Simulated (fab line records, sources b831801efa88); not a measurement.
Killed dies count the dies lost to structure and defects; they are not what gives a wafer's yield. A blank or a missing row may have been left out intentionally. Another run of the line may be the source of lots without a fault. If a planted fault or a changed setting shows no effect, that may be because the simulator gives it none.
fab line records ; flow sky130
record lots=11; wafers=33; last-day=50
route steps=708 shown CONTACT@410 METAL1@434 PAD_OPEN@708
lots untouched by any fault: they come from a run of this same line in which no faults occurred
start-h: the number of hours between the record's first day and the start of the first shown wafer of the lot ; wait-h: time in hours since the lot's previous step ; " repeats the value in the row above ; L1.1+2: several wafers, shown together as one row ; - no value, or no start given ; * or withheld: withheld ; < > ~ a bound
route shown NAME@n: NAME is a module with steps in the file, n the number in the route of the first one ; usual: mean and standard deviation over wafers with no fault ; same: alike in all rows ; chamber/n: place in a boat ; sites: the reading at each site ; _std_site: how widely they spread, as a standard deviation ; _edge_site: inner sites' mean taken away from outer sites' mean ; radius-mm: how far each site lies from the wafer's centre ; mask NAME#n: copy n ; behind: the last tool/chamber to shape the wafer ; hold: cause of the lot's hold/its duration in hours/its outcome ; device: the n, p or np transistor that did not switch ; end of line: at the end of the route, the tests of the same wafers ; where a step has no rows: the recipe by itself ; killed: the dies lost at the first sort to structure and to defects; this is not the yield of the wafer ; map: the dies of a wafer, with x for killed, . for not killed, _ for no die there
set.NAME: the setting the step ran with; set.NAME@STEP: the setting that earlier step ran with ; model.NAME: the simulator's own value behind a step, which no gauge read
steps of the route over a sample of lots; a table a step, a row a wafer
services: a tool's chamber out of use, with start hour (start-h, from the record's first day; less than 0 if before it), hours out, and reason
## steps
# step SKY_CONTACT_CMP_04
# recipe material=SiO2; down-force-psi=4; platen-rpm=60; pad-velocity-m-s=0.94248
# usual motor-current-A=12.3/0.99; time-to-endpoint-s=83/4.2
lot.wafer;tool;chamber;start-h;wait-h;motor-current-A;time-to-endpoint-s
L613.3;cmp-01;0;731.79;0.3;12.3;91
L613.5;cmp-01;2;731.79;0.3;11.7;92
L613.6;cmp-01;3;731.79;0.3;10.8;90
L616.4;cmp-02;1;770.64;0.1;13.0;81
L616.2;cmp-02;2;770.64;0.1;13.2;85
L616.5;cmp-02;1;770.64;0.1;13.1;78
L617.3;cmp-01;2;776.60;0.0;11.3;78
L617.1;cmp-01;1;776.60;0.0;10.5;83
L617.6;cmp-01;3;776.60;0.0;10.6;79
L619.3;cmp-02;1;792.39;0.1;14.1;77
L619.4;cmp-02;2;792.39;0.1;13.6;81
L619.6;cmp-02;0;792.39;0.1;12.1;76
L620.3;cmp-02;2;807.18;0.0;13.2;86
L620.4;cmp-02;1;807.18;0.0;13.3;80
L620.6;cmp-02;3;807.18;0.0;12.9;86
L623.2;cmp-02;0;816.99;0.3;12.0;90
L623.1;cmp-02;1;816.99;0.3;13.7;79
L623.6;cmp-02;3;816.99;0.3;12.4;83
L625.1;cmp-01;2;819.21;0.1;11.3;84
L625.4;cmp-01;0;819.21;0.1;13.4;86
L625.5;cmp-01;2;819.21;0.1;11.1;80
L624.1;cmp-02;0;823.14;0.1;12.2;79
L624.2;cmp-02;2;823.14;0.1;13.2;80
L624.5;cmp-02;0;823.14;0.1;11.7;75
L626.2;cmp-01;0;835.47;0.0;13.7;85
L626.3;cmp-01;2;835.47;0.0;11.5;84
L626.1;cmp-01;3;835.47;0.0;10.4;82
L631.2;cmp-02;1;862.14;0.0;13.4;83
L631.3;cmp-02;0;862.14;0.0;12.4;82
L631.6;cmp-02;1;862.14;0.0;14.1;81
L632.3;cmp-01;0;870.01;0.0;13.2;82
L632.1;cmp-01;2;870.01;0.0;11.2;84
L632.5;cmp-01;1;870.01;0.0;10.9;84
# step SKY_CONTACT_ETCH_16
# recipe chemistry=N2/H2; target=BARC; ion-energy-ev=200; source-w=500; bias-w=100; pressure-mtorr=30; n2-flow-sccm=100; h2-flow-sccm=200; stop-on=SiO2; time-s=45.9; target-depth-a=600
# usual drypump-motor-current-A=6.1/0.39; h2-flow-sccm=199.9/0.65; oes-product-au=0.855/0.005; throttle-valve-pct=13.227/0.0097
lot.wafer;tool;chamber;start-h;wait-h;drypump-motor-current-A;h2-flow-sccm;oes-product-au;rf-hours-counter-h;throttle-valve-pct
L613.3;rie-diel-03;2;759.03;0.0;6.3;199.6;0.852;10;13.236
L613.5;rie-diel-03;3;759.03;0.0;6.3;198.8;0.851;-;13.213
L613.6;rie-diel-03;2;759.03;0.0;6.3;198.4;0.858;-;13.231
L616.2;rie-diel-04;3;797.07;0.0;6.5;199.9;0.862;1;13.235
L616.4;rie-diel-04;3;797.07;0.0;6.5;199.5;0.855;-;13.219
L616.5;rie-diel-04;1;797.07;0.0;5.6;199.7;0.852;-;13.228
L617.1;rie-diel-03;2;803.22;0.0;6.3;199.6;0.859;11;13.228
L617.3;rie-diel-03;1;803.22;0.0;6.3;199.5;0.860;25;13.238
L617.6;rie-diel-03;3;803.22;0.0;6.3;200.2;0.853;-;13.229
L619.3;rie-diel-04;1;817.81;0.0;5.6;199.4;0.853;15;13.220
L619.4;rie-diel-04;2;817.81;0.0;6.3;201.1;0.860;7;13.238
L619.6;rie-diel-04;0;817.81;0.0;5.6;199.9;0.854;-;13.221
L620.3;rie-diel-04;1;832.77;0.0;5.6;199.6;0.857;15;13.215
L620.4;rie-diel-04;0;832.77;0.0;5.6;200.4;0.862;1;13.227
L620.6;rie-diel-04;3;832.77;0.0;6.6;200.6;0.853;-;13.229
L623.1;rie-diel-04;0;843.41;0.0;5.6;199.7;0.854;1;13.219
L623.2;rie-diel-04;2;843.41;0.0;6.3;199.9;0.859;8;13.222
L623.6;rie-diel-04;2;843.41;0.0;6.3;200.1;0.860;-;13.225
L625.1;rie-diel-03;1;846.19;0.0;6.2;200.3;0.859;26;13.225
L625.4;rie-diel-03;0;846.19;0.0;5.9;199.7;0.843;14;13.224
L625.5;rie-diel-03;1;846.19;0.0;6.2;200.1;0.856;-;13.240
L624.1;rie-diel-03;1;850.57;0.0;6.2;199.9;0.848;27;13.237
L624.2;rie-diel-03;2;850.57;0.0;6.3;199.3;0.852;13;13.242
L624.5;rie-diel-03;2;850.57;0.0;6.3;200.1;0.848;-;13.222
L626.1;rie-diel-04;3;862.37;0.0;6.6;199.3;0.849;3;13.227
L626.2;rie-diel-04;2;862.37;0.0;6.4;201.1;0.857;9;13.225
L626.3;rie-diel-04;1;862.37;0.0;5.6;200.1;0.860;16;13.229
L631.2;rie-diel-03;1;888.01;0.0;6.2;199.6;0.857;27;13.215
L631.3;rie-diel-03;2;888.01;0.0;6.3;199.6;0.858;15;13.226
L631.6;rie-diel-03;0;888.01;0.0;5.9;199.7;0.853;-;13.233
L632.1;rie-diel-03;2;896.61;0.0;6.3;199.6;0.849;15;13.235
L632.3;rie-diel-03;0;896.61;0.0;5.8;199.1;0.855;17;13.220
L632.5;rie-diel-03;3;896.61;0.0;6.3;200.9;0.857;-;13.221
# step SKY_CONTACT_ETCH_17
# recipe target=SiO2; chemistry=C4F8/O2/Ar; stop-on=Si3N4; mask-material=KrF-thick; source-w=1500; bias-w=1200; pressure-mtorr=40; c4f8-flow-sccm=withheld; O2_flow_sccm=6; Ar_flow_sccm=300; time-s=withheld; target-depth-a=3400
# usual oes-product-au=0.892/0.0048
lot.wafer;tool;chamber;start-h;wait-h;oes-product-au
L613.3;rie-diel-03;2;759.07;0.0;0.897
L613.5;rie-diel-03;3;759.07;0.0;0.891
L613.6;rie-diel-03;2;759.07;0.0;0.883
L616.2;rie-diel-04;3;797.11;0.0;0.890
L616.4;rie-diel-04;3;797.11;0.0;0.885
L616.5;rie-diel-04;1;797.11;0.0;0.891
L617.1;rie-diel-03;2;803.26;0.0;0.893
L617.3;rie-diel-03;1;803.26;0.0;0.895
L617.6;rie-diel-03;3;803.26;0.0;0.888
L619.3;rie-diel-04;1;817.86;0.0;0.891
L619.4;rie-diel-04;2;817.86;0.0;0.894
L619.6;rie-diel-04;0;817.86;0.0;0.889
L620.3;rie-diel-04;1;832.81;0.0;0.897
L620.4;rie-diel-04;0;832.81;0.0;0.880
L620.6;rie-diel-04;3;832.81;0.0;0.897
L623.1;rie-diel-04;0;843.45;0.0;0.896
L623.2;rie-diel-04;2;843.45;0.0;0.901
L623.6;rie-diel-04;2;843.45;0.0;0.894
L625.1;rie-diel-03;1;846.23;0.0;0.887
L625.4;rie-diel-03;0;846.23;0.0;0.891
L625.5;rie-diel-03;1;846.23;0.0;0.891
L624.1;rie-diel-03;1;850.61;0.0;0.896
L624.2;rie-diel-03;2;850.61;0.0;0.899
L624.5;rie-diel-03;2;850.61;0.0;0.884
L626.1;rie-diel-04;3;862.41;0.0;0.890
L626.2;rie-diel-04;2;862.41;0.0;0.890
L626.3;rie-diel-04;1;862.41;0.0;0.889
L631.2;rie-diel-03;1;888.05;0.0;0.893
L631.3;rie-diel-03;2;888.05;0.0;0.891
L631.6;rie-diel-03;0;888.05;0.0;0.891
L632.1;rie-diel-03;2;896.65;0.0;0.894
L632.3;rie-diel-03;0;896.65;0.0;0.890
L632.5;rie-diel-03;3;896.65;0.0;0.891
# step SKY_METAL1_SPUTTER_00
# recipe material=Ti; target-thk-nm=15; power-w=3000; time-s=10; chamber-pressure-pa=0.4
# usual throttle-valve-pct=29.9/1.2
lot.wafer;tool;chamber;start-h;wait-h;throttle-valve-pct
L613.3;pvd-sputter-04;-;760.63;0.1;28.9
L613.5;pvd-sputter-04;-;760.63;0.1;28.5
L613.6;pvd-sputter-04;-;760.63;0.1;28.5
L616.2;pvd-sputter-04;-;798.45;0.2;28.6
L616.4;pvd-sputter-04;-;798.45;0.2;28.3
L616.5;pvd-sputter-04;-;798.45;0.2;31.9
L617.1;pvd-sputter-04;-;804.60;0.2;28.6
L617.3;pvd-sputter-04;-;804.60;0.2;31.8
L617.6;pvd-sputter-04;-;804.60;0.2;28.6
L619.3;pvd-sputter-01;-;819.19;0.1;30.5
L619.4;pvd-sputter-01;-;819.19;0.1;29.8
L619.6;pvd-sputter-01;-;819.19;0.1;28.4
L620.3;pvd-sputter-04;-;834.14;0.1;28.8
L620.4;pvd-sputter-04;-;834.14;0.1;28.4
L620.6;pvd-sputter-04;-;834.14;0.1;28.6
L623.1;pvd-sputter-02;-;844.78;0.2;30.2
L623.2;pvd-sputter-02;-;844.78;0.2;31.3
L623.6;pvd-sputter-02;-;844.78;0.2;29.6
L625.1;pvd-sputter-02;-;847.57;0.1;29.4
L625.4;pvd-sputter-02;-;847.57;0.1;30.2
L625.5;pvd-sputter-02;-;847.57;0.1;30.2
L624.1;pvd-sputter-02;-;851.95;0.1;31.5
L624.2;pvd-sputter-02;-;851.95;0.1;29.9
L624.5;pvd-sputter-02;-;851.95;0.1;30.0
L626.1;pvd-sputter-02;-;863.74;0.2;29.4
L626.2;pvd-sputter-02;-;863.74;0.2;29.8
L626.3;pvd-sputter-02;-;863.74;0.2;31.3
L631.2;pvd-sputter-01;-;889.38;0.1;30.4
L631.3;pvd-sputter-01;-;889.38;0.1;29.8
L631.6;pvd-sputter-01;-;889.38;0.1;29.8
L632.1;pvd-sputter-04;-;897.98;0.1;29.0
L632.3;pvd-sputter-04;-;897.98;0.1;28.5
L632.5;pvd-sputter-04;-;897.98;0.1;29.2
# step SKY_METAL1_RS_MEAS_05
# recipe thk-meas-gauge=four-point-probe; reads=TiN_of_METAL1_SPUTTER_04+Ti_of_METAL1_SPUTTER_03+AlCu_of_METAL1_SPUTTER_02+TiN_of_METAL1_SPUTTER_01+Ti_of_METAL1_SPUTTER_00
# usual METAL1_ALCU_RS=0.1271/0.0011
lot.wafer;tool;chamber;start-h;wait-h;hold;METAL1_ALCU_RS[ohm/sq]
L613.3;film-metro-04;-;760.81;0.1;-;0.1268
L613.5;film-metro-04;-;760.81;0.1;-;0.1272
L613.6;film-metro-04;-;760.81;0.1;-;0.1257
L616.2;film-metro-04;-;798.60;0.0;-;0.1269
L616.4;film-metro-04;-;798.60;0.0;-;0.1265
L616.5;film-metro-04;-;798.60;0.0;-;0.1276
L617.1;film-metro-01;-;804.73;0.0;await-dispo/0.2h/release;0.1272
L617.3;film-metro-01;-;804.73;0.0;await-dispo/0.2h/release;0.1265
L617.6;film-metro-01;-;804.73;0.0;await-dispo/0.2h/release;0.1272
L617.1;film-metro-01;-;805.02;0.3;-;0.1274
L617.3;film-metro-01;-;805.02;0.3;-;0.1267
L617.6;film-metro-01;-;805.02;0.3;-;0.1275
L619.3;film-metro-01;-;819.37;0.1;-;0.1269
L619.4;film-metro-01;-;819.37;0.1;-;0.1245
L619.6;film-metro-01;-;819.37;0.1;-;0.1246
L620.3;film-metro-01;-;834.32;0.1;await-dispo/0.2h/release;0.1264
L620.4;film-metro-01;-;834.32;0.1;await-dispo/0.2h/release;0.1263
L620.6;film-metro-01;-;834.32;0.1;await-dispo/0.2h/release;0.1270
L620.3;film-metro-01;-;834.61;0.3;-;0.1263
L620.4;film-metro-01;-;834.61;0.3;-;0.1261
L620.6;film-metro-01;-;834.61;0.3;-;0.1270
L623.1;film-metro-01;-;844.92;0.0;-;0.1281
L623.2;film-metro-01;-;844.92;0.0;-;0.1279
L623.6;film-metro-01;-;844.92;0.0;-;0.1271
L625.1;film-metro-03;-;847.71;0.0;-;0.1257
L625.4;film-metro-03;-;847.71;0.0;-;0.1266
L625.5;film-metro-03;-;847.71;0.0;-;0.1266
L624.1;film-metro-03;-;852.09;0.0;-;0.1254
L624.2;film-metro-03;-;852.09;0.0;-;0.1264
L624.5;film-metro-03;-;852.09;0.0;-;0.1256
L626.1;film-metro-03;-;863.88;0.0;-;0.1265
L626.2;film-metro-03;-;863.88;0.0;-;0.1278
L626.3;film-metro-03;-;863.88;0.0;-;0.1265
L631.2;film-metro-03;-;889.54;0.0;-;0.1254
L631.3;film-metro-03;-;889.54;0.0;-;0.1248
L631.6;film-metro-03;-;889.54;0.0;-;0.1252
L632.1;film-metro-01;-;898.12;0.0;-;0.1288
L632.3;film-metro-01;-;898.12;0.0;-;0.1290
L632.5;film-metro-01;-;898.12;0.0;-;0.1299
# step SKY_PAD_OPEN_PROBE_99
# usual defect-limited-yield=82.5/1.9; killed_at_M0_to_M3=43/6.8; killed_at_M4_up=3.2/1.8; killed-at-contacts=24/6.2; killed-at-front-end=15/4.7; killed-at-other=0.4/0.63; killed-dies=86/9.6; killed-open=47/6.9; killed-short=39/6.3; sort_bin_3_pad_short=0.9/0.46; sort_bin_5_function=10.5/1.5; sort_bin_6_memory=6.1/1.1; sort-n-pass=406/9.6; sort-yield-pct=82.5/1.9
# same gross-dies=492; killed-at-back-side=0; sort_bin_4_leakage[%]=0; sort_bin_8_speed[%]=0
lot.wafer;tool;chamber;start-h;wait-h;defect-limited-yield[%];killed_at_M0_to_M3;killed_at_M4_up;killed-at-contacts;killed-at-front-end;killed-at-other;killed-dies;killed-open;killed-short;sort_bin_3_pad_short[%];sort_bin_5_function[%];sort_bin_6_memory[%];sort-n-pass;sort-yield-pct[%]
L613.3;prober-02;-;1091.11;0.2;85.2;47;0;17;8;1;73;45;28;1.2;9.1;4.5;419;85.2
L613.5;prober-02;-;1091.21;0.2;85.0;41;2;26;5;0;74;49;25;1.2;9.3;4.5;418;85.0
L613.6;prober-02;-;1091.26;0.2;83.9;49;0;21;8;1;79;43;35;0.8;11.8;3.5;413;83.9
L616.2;prober-01;-;1119.08;0.1;80.9;49;3;26;16;0;94;62;32;1.0;10.4;7.7;398;80.9
L616.4;prober-01;-;1119.18;0.2;82.9;42;3;25;13;1;84;43;40;1.4;11.0;4.7;408;82.9
L616.5;prober-01;-;1119.23;0.2;82.1;43;4;25;16;0;88;52;36;0.8;10.8;6.3;404;82.1
L617.1;prober-02;-;1120.63;0.1;81.5;39;5;34;13;0;91;41;50;1.4;11.4;5.7;401;81.5
L617.3;prober-02;-;1120.73;0.2;81.7;38;2;34;15;1;90;40;49;1.2;11.0;6.1;402;81.7
L617.6;prober-02;-;1120.88;0.2;80.9;46;7;21;19;1;94;45;48;1.8;11.8;5.5;398;80.9
L619.3;prober-02;-;1139.52;0.2;82.1;38;2;26;22;0;88;50;38;0.6;11.4;5.9;404;82.1
L619.4;prober-02;-;1139.57;0.2;77.6;45;2;37;26;0;110;54;56;1.4;13.2;7.7;382;77.6
L619.6;prober-02;-;1139.67;0.2;81.5;45;8;21;16;1;91;44;47;0.6;12.0;5.9;401;81.5
L620.3;prober-01;-;1146.24;0.2;80.5;56;5;23;12;0;96;54;42;0.6;12.8;6.1;396;80.5
L620.4;prober-01;-;1146.29;0.2;80.9;50;3;26;15;0;94;56;38;0.6;11.4;7.1;398;80.9
L620.6;prober-01;-;1146.39;0.2;83.3;42;4;22;13;1;82;39;43;0.8;8.7;7.1;410;83.3
L623.1;prober-02;-;1156.86;0.1;81.1;51;3;22;17;0;93;49;44;1.0;12.4;5.5;399;81.1
L623.2;prober-02;-;1156.91;0.1;84.1;47;4;21;6;0;78;46;32;1.6;7.5;6.7;414;84.1
L623.6;prober-02;-;1157.11;0.2;84.1;34;5;17;21;1;78;44;34;1.0;10.0;4.9;414;84.1
L625.1;prober-01;-;1157.62;0.1;85.0;37;0;20;17;0;74;42;29;0.8;8.1;6.1;418;85.0
L625.4;prober-01;-;1157.77;0.2;82.1;46;0;30;12;0;88;49;38;0.8;9.8;7.3;404;82.1
L625.5;prober-01;-;1157.82;0.2;85.0;36;2;24;12;0;74;31;42;1.4;8.7;4.9;418;85.0
L624.1;prober-02;-;1160.88;0.1;81.5;49;3;24;14;1;91;43;45;1.0;11.0;6.5;401;81.5
L624.2;prober-02;-;1160.93;0.1;80.9;49;6;16;23;0;94;55;39;0.4;11.6;7.1;398;80.9
L624.5;prober-02;-;1161.08;0.2;82.3;40;4;27;15;1;87;44;42;0.6;9.1;7.9;405;82.3
L626.1;prober-01;-;1169.68;0.1;79.7;46;2;32;20;0;100;54;43;1.6;12.4;6.3;392;79.7
L626.2;prober-01;-;1169.73;0.1;87.4;34;4;11;13;0;62;32;29;0.6;7.5;4.5;430;87.4
L626.3;prober-01;-;1169.78;0.2;85.8;41;4;20;5;0;70;31;39;0.4;9.1;4.7;422;85.8
L631.2;prober-02;-;1185.06;0.1;81.5;43;3;29;15;1;91;40;51;1.2;10.8;6.5;401;81.5
L631.3;prober-02;-;1185.11;0.2;79.1;60;5;28;10;0;103;64;39;1.0;12.2;7.7;389;79.1
L631.6;prober-02;-;1185.26;0.2;83.3;42;5;24;11;0;82;42;40;0.2;10.8;5.7;410;83.3
L632.1;prober-01;-;1191.73;0.1;85.8;32;1;24;13;0;70;39;31;0.4;8.3;5.5;422;85.8
L632.3;prober-01;-;1191.83;0.2;82.1;42;4;33;9;0;88;46;42;0.6;11.4;5.9;404;82.1
L632.5;prober-01;-;1191.93;0.2;85.0;31;5;26;11;1;74;43;30;0.4;8.5;6.1;418;85.0
# killed by level:class
L613.3 VIA1:geometric-particle:open=15 LI_CONTACT:geometric-particle:open=6 CONTACT:geometric-particle:open=6 VIA2:geometric-particle:open=5 METAL2:geometric-particle:short=5 METAL1:geometric-particle:short=4 VIA3:geometric-particle:open=4 VIA1:geometric-particle:short=3
L613.5 LI_CONTACT:geometric-particle:open=11 VIA1:geometric-particle:open=9 VIA3:geometric-particle:open=9 CONTACT:geometric-particle:open=8 VIA1:geometric-particle:short=6 VIA2:geometric-particle:open=5 LI_CONTACT:geometric-particle:short=3 METAL1:geometric-particle:open=3
L613.6 VIA1:geometric-particle:open=15 VIA2:geometric-particle:open=7 LOCAL_INTERCONNECT:geometric-particle:short=6 VIA3:geometric-particle:open=6 METAL2:geometric-particle:short=5 LI_CONTACT:geometric-particle:open=4 CONTACT:geometric-particle:short=4 CONTACT:geometric-particle:open=4
L616.2 VIA1:geometric-particle:open=18 LI_CONTACT:geometric-particle:open=9 CONTACT:geometric-particle:open=9 VIA1:geometric-particle:short=6 FIELD_ISO:geometric-particle:open=5 METAL1:geometric-particle:short=5 VIA3:geometric-particle:short=5 VIA3:geometric-particle:open=5
L616.4 VIA2:geometric-particle:open=11 METAL1:geometric-particle:short=8 VIA1:geometric-particle:open=8 CONTACT:geometric-particle:open=7 LI_CONTACT:geometric-particle:short=6 CONTACT:geometric-particle:short=6 LI_CONTACT:geometric-particle:open=5 VIA1:geometric-particle:short=4
L616.5 CONTACT:geometric-particle:open=12 VIA1:geometric-particle:open=12 LI_CONTACT:geometric-particle:open=7 POLY_GATE:geometric-particle:open=6 VIA2:geometric-particle:open=6 VIA3:geometric-particle:open=5 POLY_GATE:geometric-particle:short=4 CONTACT:geometric-particle:short=4
L617.1 CONTACT:geometric-particle:open=10 CONTACT:geometric-particle:short=7 LI_CONTACT:geometric-particle:open=7 LOCAL_INTERCONNECT:geometric-particle:short=7 METAL2:geometric-particle:short=7 VIA1:geometric-particle:short=7 VIA1:geometric-particle:open=7 FIELD_ISO:geometric-particle:short=4
L617.3 CONTACT:geometric-particle:short=9 CONTACT:geometric-particle:open=9 LOCAL_INTERCONNECT:geometric-particle:short=8 LI_CONTACT:geometric-particle:open=7 VIA2:geometric-particle:open=6 FIELD_ISO:geometric-particle:short=5 METAL2:geometric-particle:short=5 VIA2:geometric-particle:short=5
L617.6 VIA1:geometric-particle:open=10 VIA1:geometric-particle:short=9 LI_CONTACT:geometric-particle:open=8 CONTACT:geometric-particle:open=8 METAL4:geometric-particle:short=7 VIA3:geometric-particle:open=6 FIELD_ISO:geometric-particle:short=5 FIELD_ISO:geometric-particle:open=5
L619.3 VIA3:geometric-particle:open=11 CONTACT:geometric-particle:open=10 FIELD_ISO:geometric-particle:open=7 POLY_GATE:geometric-particle:open=7 METAL1:geometric-particle:short=6 VIA1:geometric-particle:open=5 METAL2:geometric-particle:short=5 LI_CONTACT:geometric-particle:open=4
L619.4 CONTACT:geometric-particle:open=10 FIELD_ISO:geometric-particle:short=9 VIA1:geometric-particle:open=9 CONTACT:geometric-particle:short=8 FIELD_ISO:geometric-particle:open=7 LI_CONTACT:geometric-particle:open=7 METAL2:geometric-particle:short=6 LOCAL_INTERCONNECT:geometric-particle:short=6
L619.6 VIA3:geometric-particle:open=12 CONTACT:geometric-particle:short=7 METAL2:geometric-particle:short=7 VIA1:geometric-particle:open=6 CONTACT:geometric-particle:open=5 VIA1:geometric-particle:short=4 POLY_GATE:geometric-particle:open=4 POLY_GATE:geometric-particle:short=4
L620.3 VIA1:geometric-particle:open=13 CONTACT:geometric-particle:open=10 METAL3:geometric-particle:short=8 VIA3:geometric-particle:open=8 CONTACT:geometric-particle:short=5 VIA2:geometric-particle:open=5 VIA2:geometric-particle:short=5 LI_CONTACT:geometric-particle:open=4
L620.4 METAL2:geometric-particle:short=12 VIA1:geometric-particle:open=11 LI_CONTACT:geometric-particle:open=7 CONTACT:geometric-particle:open=7 FIELD_ISO:geometric-particle:open=6 CONTACT:geometric-particle:short=6 VIA3:geometric-particle:open=6 VIA2:geometric-particle:open=5
L620.6 VIA1:geometric-particle:open=11 CONTACT:geometric-particle:open=7 LI_CONTACT:geometric-particle:open=6 VIA3:geometric-particle:open=5 VIA1:geometric-particle:short=5 METAL1:geometric-particle:short=5 VIA2:geometric-particle:open=5 LI_CONTACT:geometric-particle:short=4
L623.1 VIA1:geometric-particle:open=13 METAL2:geometric-particle:short=8 CONTACT:geometric-particle:open=8 LI_CONTACT:geometric-particle:open=7 VIA1:geometric-particle:short=7 POLY_GATE:geometric-particle:short=6 VIA3:geometric-particle:open=6 VIA2:geometric-particle:open=4
L623.2 VIA1:geometric-particle:open=10 LI_CONTACT:geometric-particle:open=7 CONTACT:geometric-particle:open=7 METAL1:geometric-particle:short=7 VIA3:geometric-particle:open=7 VIA2:geometric-particle:open=6 METAL2:geometric-particle:short=5 CONTACT:geometric-particle:short=4
L623.6 VIA1:geometric-particle:open=7 CONTACT:geometric-particle:open=6 VIA3:geometric-particle:open=6 FIELD_ISO:geometric-particle:open=5 POLY_GATE:geometric-particle:open=5 METAL2:geometric-particle:short=5 FIELD_ISO:geometric-particle:short=4 POLY_GATE:geometric-particle:short=4
L625.1 VIA1:geometric-particle:open=11 CONTACT:geometric-particle:short=7 LI_CONTACT:geometric-particle:open=6 VIA2:geometric-particle:open=6 METAL2:geometric-particle:short=5 POLY_GATE:geometric-particle:open=4 CONTACT:geometric-particle:open=4 FIELD_ISO:geometric-particle:short=3
L625.4 CONTACT:geometric-particle:open=16 VIA1:geometric-particle:open=11 METAL2:geometric-particle:short=7 METAL3:geometric-particle:short=6 VIA3:geometric-particle:open=6 LI_CONTACT:geometric-particle:open=5 VIA2:geometric-particle:open=5 LOCAL_INTERCONNECT:geometric-particle:short=4
L625.5 CONTACT:geometric-particle:open=8 VIA1:geometric-particle:open=7 VIA2:geometric-particle:short=5 LOCAL_INTERCONNECT:geometric-particle:short=5 METAL1:geometric-particle:short=5 METAL2:geometric-particle:short=5 FIELD_ISO:geometric-particle:short=4 POLY_GATE:geometric-particle:short=4
L624.1 VIA3:geometric-particle:open=10 METAL2:geometric-particle:short=9 VIA2:geometric-particle:open=7 CONTACT:geometric-particle:open=7 VIA1:geometric-particle:short=6 VIA1:geometric-particle:open=6 LI_CONTACT:geometric-particle:open=5 LOCAL_INTERCONNECT:geometric-particle:short=5
L624.2 VIA1:geometric-particle:open=11 CONTACT:geometric-particle:open=8 POLY_GATE:geometric-particle:short=6 VIA2:geometric-particle:open=6 VIA3:geometric-particle:open=6 FIELD_ISO:geometric-particle:short=5 VIA1:geometric-particle:short=5 METAL2:geometric-particle:short=5
L624.5 VIA1:geometric-particle:open=9 VIA3:geometric-particle:open=8 LI_CONTACT:geometric-particle:open=7 VIA1:geometric-particle:short=7 CONTACT:geometric-particle:open=6 FIELD_ISO:geometric-particle:short=5 LI_CONTACT:geometric-particle:short=5 CONTACT:geometric-particle:short=5
L626.1 CONTACT:geometric-particle:open=12 VIA1:geometric-particle:open=11 LOCAL_INTERCONNECT:geometric-particle:short=8 VIA3:geometric-particle:open=8 FIELD_ISO:geometric-particle:open=5 LI_CONTACT:geometric-particle:open=5 METAL2:geometric-particle:short=5 POLY_GATE:geometric-particle:short=4
L626.2 VIA1:geometric-particle:open=7 VIA2:geometric-particle:open=6 LI_CONTACT:geometric-particle:open=4 SPACER:geometric-particle:open=4 VIA1:geometric-particle:short=4 METAL2:geometric-particle:short=4 VIA3:geometric-particle:open=4 POLY_GATE:geometric-particle:short=3
L626.3 CONTACT:geometric-particle:open=8 VIA1:geometric-particle:open=6 VIA1:geometric-particle:short=6 VIA2:geometric-particle:open=6 METAL3:geometric-particle:short=6 VIA3:geometric-particle:open=5 POLY_GATE:geometric-particle:short=4 LI_CONTACT:geometric-particle:open=4
L631.2 CONTACT:geometric-particle:open=12 CONTACT:geometric-particle:short=8 METAL1:geometric-particle:short=8 METAL2:geometric-particle:short=8 FIELD_ISO:geometric-particle:short=5 VIA2:geometric-particle:open=5 POLY_GATE:geometric-particle:open=5 VIA3:geometric-particle:open=5
L631.3 VIA1:geometric-particle:open=13 CONTACT:geometric-particle:open=11 VIA3:geometric-particle:open=11 LI_CONTACT:geometric-particle:open=9 VIA2:geometric-particle:open=9 METAL1:geometric-particle:short=7 VIA3:geometric-particle:short=6 METAL2:geometric-particle:short=4
L631.6 VIA1:geometric-particle:open=9 CONTACT:geometric-particle:open=7 METAL2:geometric-particle:short=7 VIA2:geometric-particle:open=7 LOCAL_INTERCONNECT:geometric-particle:short=6 CONTACT:geometric-particle:short=5 VIA3:geometric-particle:open=4 LI_CONTACT:geometric-particle:open=4
L632.1 VIA1:geometric-particle:open=11 CONTACT:geometric-particle:open=9 FIELD_ISO:geometric-particle:open=5 LI_CONTACT:geometric-particle:open=5 CONTACT:geometric-particle:short=5 LI_CONTACT:geometric-particle:short=4 METAL1:geometric-particle:short=4 VIA1:geometric-particle:short=4
L632.3 LI_CONTACT:geometric-particle:open=12 VIA1:geometric-particle:open=8 CONTACT:geometric-particle:short=7 CONTACT:geometric-particle:open=7 METAL2:geometric-particle:short=6 VIA3:geometric-particle:open=6 VIA2:geometric-particle:open=5 LOCAL_INTERCONNECT:geometric-particle:short=4
L632.5 LI_CONTACT:geometric-particle:open=10 CONTACT:geometric-particle:open=7 POLY_GATE:geometric-particle:open=6 VIA2:geometric-particle:open=6 VIA1:geometric-particle:open=6 LI_CONTACT:geometric-particle:short=5 METAL1:geometric-particle:short=5 METAL4:geometric-particle:short=4
## services
tool;chamber;start-h;hours;kind
rie-diel-03;0;710.23;3.5;repair
cmp-02;-;711.72;8.9;repair
cmp-02;-;729.73;4.8;pm
rie-diel-03;3;734.24;13.3;repair
rie-diel-03;0;739.67;11.4;repair
pvd-sputter-01;-;742.84;2.4;repair
rie-diel-04;3;747.52;-;clean
rie-diel-04;3;747.52;20.7;scheduled-down
cmp-01;-;757.05;4.0;pm
cmp-02;-;761.05;9.3;pm
rie-diel-04;2;761.99;6.4;repair
rie-diel-03;-;782.00;2.8;pm
pvd-sputter-04;-;783.67;8.1;repair
cmp-02;-;822.07;1.0;repair
pvd-sputter-01;-;831.39;9.1;repair
pvd-sputter-01;-;837.31;6.6;repair
rie-diel-03;1;852.17;34.2;repair
pvd-sputter-01;-;854.90;13.0;repair
rie-diel-04;0;866.89;2.3;repair
rie-diel-04;0;870.98;1.5;repair
rie-diel-03;2;873.53;7.4;repair
pvd-sputter-04;-;883.74;1.3;repair
rie-diel-04;1;890.73;2.5;repair
cmp-01;-;892.20;5.7;pm
## key
first-sign step=SKY_METAL1_RS_MEAS_05; reading=visit; direction=added
effect none on later readings
met-at SKY_METAL1_SPUTTER_00
struck-lots L617,L620
struck-wafers L617.3,L620.3,L620.4
not-acting-at SKY_CONTACT_CMP_04,SKY_CONTACT_ETCH_16,SKY_CONTACT_ETCH_17
onset-between 798.45 804.60
fault kind=process-parameter-drift; tool=pvd-sputter-04; chamber=-; onset-h=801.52; steps=SKY_METAL1_SPUTTER_00; channel=target-thk-nm; offset=11.626; shape=step; end-h=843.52; scope=struck-wafers-only; acts-in=these-recipes-only; stated=15
